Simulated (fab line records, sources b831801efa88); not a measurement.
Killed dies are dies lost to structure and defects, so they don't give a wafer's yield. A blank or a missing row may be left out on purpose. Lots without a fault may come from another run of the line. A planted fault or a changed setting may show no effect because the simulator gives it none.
Which tool did it? | flow sky130 | 11 lots, 33 wafers sampled, at 6 steps of a route of 708

WHAT THE GAUGES READ, wafer by wafer
The record holds no reading of a measuring or inspecting step that can be judged against a usual standard deviation.

WHICH TOOL RAN EACH LOT (tool, then ch and the chambers of the sampled wafers, then the start)
lot  | SKY_METAL4_SPUTTER_02        | SKY_CAP2M_CVD_00                | SKY_METAL4_ETCH_17                 | SKY_METAL4_METAL_ETCH_18          | SKY_VIA4_CMP_02               | SKY_PAD_OPEN_PROBE_99
L812 | pvd_sputter-02, day 40 06:15 | pecvd-03 ch 0,1,2, day 40 06:22 | rie_diel-01 ch 1,2, day 42 07:21   | rie_metal-02 ch 1, day 42 07:29   | cmp-02 ch 0,2,3, day 42 08:35 | prober-01, day 46 05:39
L814 | pvd_sputter-02, day 40 21:50 | pecvd-04 ch 0,1,2, day 40 21:56 | rie_diel-03 ch 0,2,3, day 42 21:53 | rie_metal-02 ch 0,1, day 42 21:55 | cmp-01 ch 1,2,3, day 42 23:04 | prober-01, day 46 18:07
L815 | pvd_sputter-04, day 41 11:38 | pecvd-03 ch 0,2, day 41 11:44   | rie_diel-04 ch 0,1,3, day 43 11:18 | rie_metal-02 ch 0,1, day 43 11:19 | cmp-01 ch 0,1,3, day 43 12:20 | prober-02, day 47 08:13
L817 | pvd_sputter-02, day 41 23:41 | pecvd-01 ch 1,2, day 41 23:47   | rie_diel-03 ch 0,1, day 43 23:09   | rie_metal-02 ch 0,1, day 43 23:14 | cmp-02 ch 1,3, day 44 00:14   | prober-02, day 47 15:32
L818 | pvd_sputter-02, day 42 03:07 | pecvd-01 ch 0,2, day 42 03:13   | rie_diel-03 ch 2,3, day 44 01:50   | rie_metal-02 ch 0,1, day 44 01:52 | cmp-02 ch 0,1,3, day 44 02:58 | prober-01, day 47 18:53
L823 | pvd_sputter-04, day 43 04:17 | pecvd-01 ch 0,1, day 43 04:23   | rie_diel-03 ch 0,3, day 45 01:50   | rie_metal-02 ch 0,1, day 45 01:52 | cmp-02 ch 1,2,3, day 45 02:52 | prober-02, day 48 14:57
L824 | pvd_sputter-01, day 43 10:56 | pecvd-01 ch 0,1,2, day 43 11:03 | rie_diel-04 ch 0,1,3, day 45 08:50 | rie_metal-02 ch 0,1, day 45 08:52 | cmp-01 ch 0,1,2, day 45 09:52 | prober-01, day 48 21:31
L825 | pvd_sputter-02, day 43 16:53 | pecvd-01 ch 1,2, day 43 16:59   | rie_diel-01 ch 0,2, day 45 14:02   | rie_metal-02 ch 0,1, day 45 14:03 | cmp-02 ch 0,1, day 45 15:05   | prober-02, day 49 02:04
L827 | pvd_sputter-01, day 45 04:05 | pecvd-01 ch 1,2, day 45 04:11   | rie_diel-04 ch 2,3, day 46 22:30   | rie_metal-03 ch 0,1, day 46 22:31 | cmp-01 ch 0,1,3, day 46 23:35 | prober-01, day 50 05:34
L830 | pvd_sputter-01, day 45 07:08 | pecvd-04 ch 0,1, day 45 07:14   | rie_diel-04 ch 1,2,3, day 47 00:57 | rie_metal-02 ch 0,1, day 47 00:58 | cmp-02 ch 1,3, day 47 02:02   | prober-01, day 50 07:28
L832 | pvd_sputter-04, day 45 15:38 | pecvd-03 ch 0,1,2, day 45 15:44 | rie_diel-01 ch 0,1,3, day 47 09:45 | rie_metal-01 ch 0,1, day 47 09:50 | cmp-01 ch 0,2,3, day 47 10:55 | prober-01, day 50 16:01
- SKY_METAL4_SPUTTER_02: material AlCu, target thk 735 nm, time 39.1 s.
- SKY_CAP2M_CVD_00: deposits SiO2, target thk 15.5 nm.
- SKY_METAL4_ETCH_17: etches SiO2 in C4F8/O2/Ar, stops on TiN, time 3.9 s, target depth 15 nm.
- SKY_METAL4_METAL_ETCH_18: etches the open film in Cl2/BCl3, stops on SiO2, target depth 845 nm, time 183.1 s.
- SKY_VIA4_CMP_02: polishes SiO2.
- SKY_PAD_OPEN_PROBE_99

WHAT THE TOOLS THEMSELVES READ (means of the sampled wafers that have a number; where no wafer has one, the mark that the record gives instead)
SKY_METAL4_SPUTTER_02. Usual: throttle_valve_pct 29.6 %, standard deviation 0.95.
lot  | tool           | throttle_valve_pct (%) | flag
L812 | pvd_sputter-02 | 30.6                   |
L814 | pvd_sputter-02 | 28.9                   |
L815 | pvd_sputter-04 | 29.5                   |
L817 | pvd_sputter-02 | 29.8                   |
L818 | pvd_sputter-02 | 28.2                   |
L823 | pvd_sputter-04 | 29.9                   |
L824 | pvd_sputter-01 | 30.2                   |
L825 | pvd_sputter-02 | 30.0                   |
L827 | pvd_sputter-01 | 30.0                   |
L830 | pvd_sputter-01 | 30.6                   |
L832 | pvd_sputter-04 | 29.3                   |

SKY_CAP2M_CVD_00. Usual: heater_power_w 802 W, standard deviation 97.
lot  | tool     | heater_power_w (W) | flag
L812 | pecvd-03 | 794                |
L814 | pecvd-04 | 785                |
L815 | pecvd-03 | 693                |
L817 | pecvd-01 | 920                |
L818 | pecvd-01 | 836                |
L823 | pecvd-01 | 749                |
L824 | pecvd-01 | 821                |
L825 | pecvd-01 | 871                |
L827 | pecvd-01 | 891                |
L830 | pecvd-04 | 842                |
L832 | pecvd-03 | 709                |

SKY_METAL4_ETCH_17. Usual: oes_product_au 0.755 a.u., standard deviation 0.0078.
lot  | tool        | oes_product_au (a.u.) | flag
L812 | rie_diel-01 | 0.748                 |
L814 | rie_diel-03 | 0.755                 |
L815 | rie_diel-04 | 0.752                 |
L817 | rie_diel-03 | 0.759                 |
L818 | rie_diel-03 | 0.755                 |
L823 | rie_diel-03 | 0.755                 |
L824 | rie_diel-04 | 0.757                 |
L825 | rie_diel-01 | 0.751                 |
L827 | rie_diel-04 | 0.757                 |
L830 | rie_diel-04 | 0.752                 |
L832 | rie_diel-01 | 0.752                 |

SKY_METAL4_METAL_ETCH_18. Usual: drypump_motor_current_A 5.9 A, standard deviation 0.38; oes_product_au 0.868 a.u., standard deviation 0.0073; throttle_valve_pct 22.265 %, standard deviation 0.0095.
lot  | tool         | drypump_motor_current_A (A) | oes_product_au (a.u.) | throttle_valve_pct (%) | flag
L812 | rie_metal-02 | 6.0                         | 0.866                 | 22.258                 |
L814 | rie_metal-02 | 6.1                         | 0.874                 | 22.269                 |
L815 | rie_metal-02 | 6.2                         | 0.878                 | 22.272                 |
L817 | rie_metal-02 | 6.2                         | 0.860                 | 22.262                 |
L818 | rie_metal-02 | 6.1                         | 0.917                 | 22.265                 | OFF
L823 | rie_metal-02 | 6.1                         | 0.869                 | 22.273                 |
L824 | rie_metal-02 | 6.1                         | 0.866                 | 22.257                 |
L825 | rie_metal-02 | 6.1                         | 0.917                 | 22.269                 | OFF
L827 | rie_metal-03 | 5.9                         | 0.855                 | 22.254                 |
L830 | rie_metal-02 | 6.2                         | 0.859                 | 22.258                 |
L832 | rie_metal-01 | 5.7                         | 0.876                 | 22.263                 |

SKY_VIA4_CMP_02. Usual: motor_current_A 11.9 A, standard deviation 1.2; slurry_filter_dp_kPa 13.52 kPa, standard deviation 0.14.
lot  | tool   | motor_current_A (A) | slurry_filter_dp_kPa (kPa) | flag
L812 | cmp-02 | 12.5                | 13.47                      |
L814 | cmp-01 | 11.8                | 13.44                      |
L815 | cmp-01 | 11.5                | 13.48                      |
L817 | cmp-02 | 12.5                | 13.42                      |
L818 | cmp-02 | 12.6                | 13.54                      |
L823 | cmp-02 | 12.2                | 13.43                      |
L824 | cmp-01 | 12.6                | 13.67                      |
L825 | cmp-02 | 11.9                | 13.48                      |
L827 | cmp-01 | 11.7                | 13.53                      |
L830 | cmp-02 | 12.2                | 13.56                      |
L832 | cmp-01 | 11.0                | 13.48                      |

SKY_PAD_OPEN_PROBE_99. Usual: defect_limited_yield 82.1 %, standard deviation 1.7; killed_at_M0_to_M3 44, standard deviation 6.4; killed_at_M4_up 3.0, standard deviation 1.8; killed_at_contacts 24, standard deviation 5; killed_at_front_end 16, standard deviation 4.3; killed_at_other 0.4, standard deviation 0.76; killed_dies 88, standard deviation 8.6; killed_open 47, standard deviation 7.2; killed_short 40, standard deviation 5.5; sort_bin_3_pad_short 0.9 %, standard deviation 0.44; sort_bin_5_function 10.6 %, standard deviation 1.5; sort_bin_6_memory 6.4 %, standard deviation 1.2; sort_n_pass 404, standard deviation 8.6; sort_yield_pct 82.1 %, standard deviation 1.7.
lot  | tool      | defect_limited_yield (%) | killed_at_M0_to_M3 | killed_at_M4_up | killed_at_contacts | killed_at_front_end | killed_at_other | killed_dies | killed_open | killed_short | sort_bin_3_pad_short (%) | sort_bin_5_function (%) | sort_bin_6_memory (%) | sort_n_pass | sort_yield_pct (%) | flag
L812 | prober-01 | 82.8                     | 47                 | 4.7             | 17                 | 16                  | 0.3             | 85          | 48          | 37           | 0.9                      | 10.5                    | 5.8                   | 407         | 82.8               |
L814 | prober-01 | 82.4                     | 47                 | 3.3             | 24                 | 11                  | 0.3             | 87          | 46          | 41           | 0.8                      | 9.6                     | 7.2                   | 405         | 82.4               |
L815 | prober-02 | 83.0                     | 46                 | 3.0             | 20                 | 15                  | 0.0             | 84          | 46          | 37           | 0.7                      | 9.7                     | 6.6                   | 408         | 83.0               |
L817 | prober-02 | 81.3                     | 48                 | 3.3             | 25                 | 15                  | 0.3             | 92          | 50          | 41           | 0.7                      | 10.9                    | 7.1                   | 400         | 81.3               |
L818 | prober-01 | 82.9                     | 41                 | 2.7             | 20                 | 21                  | 0.0             | 84          | 44          | 41           | 0.8                      | 10.2                    | 6.2                   | 408         | 82.9               |
L823 | prober-02 | 82.7                     | 41                 | 2.0             | 28                 | 13                  | 0.7             | 85          | 41          | 44           | 1.2                      | 10.8                    | 5.3                   | 407         | 82.7               |
L824 | prober-01 | 80.8                     | 51                 | 3.3             | 23                 | 18                  | 0.3             | 95          | 48          | 45           | 1.1                      | 11.4                    | 6.7                   | 397         | 80.8               |
L825 | prober-02 | 79.6                     | 47                 | 2.7             | 33                 | 18                  | 0.0             | 100         | 55          | 44           | 0.9                      | 11.4                    | 8.1                   | 392         | 79.6               |
L827 | prober-01 | 82.2                     | 37                 | 1.7             | 26                 | 22                  | 1.3             | 88          | 45          | 41           | 1.1                      | 10.9                    | 5.8                   | 404         | 82.2               |
L830 | prober-01 | 82.6                     | 46                 | 2.7             | 22                 | 14                  | 0.0             | 86          | 42          | 44           | 1.2                      | 9.5                     | 6.7                   | 406         | 82.6               |
L832 | prober-01 | 81.9                     | 43                 | 3.0             | 27                 | 15                  | 0.7             | 89          | 45          | 42           | 0.9                      | 10.9                    | 6.3                   | 403         | 81.9               |

THE ANSWER, worked out from the rows above alone
Rule: a lot is off if the mean of its wafers that have a number lies more than 3 standard deviations from the usual mean. A lot without any number at a reading at which 4 lots or more have one is off too. The other lots that the step has rows for count as sound. The gauges are gone through in route order, then the tools' own readings, and for those a lot's mean is taken as printed above. The first step at which some lot is off is used, and at that step the reading that is off furthest; a lot without a number counts as furthest.
Off: L818, L825, at SKY_METAL4_METAL_ETCH_18 (oes_product_au).
A tool fits if, at that step or a process step before it, it ran every lot that is off, and no sound lot after the first of them. One fits: pvd_sputter-02 at SKY_METAL4_SPUTTER_02. Its last sound lot is L817 (day 41 23:41), its first lot that is off L818 (day 42 03:07): a fault that began between those two fits.

WHAT THE SIMULATOR HAD PUT IN
Process parameter drift: pvd_sputter-02, from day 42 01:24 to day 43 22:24, at SKY_METAL4_SPUTTER_02. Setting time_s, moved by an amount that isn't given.
Lots struck among those shown: L818, L825. The rule above found the same.
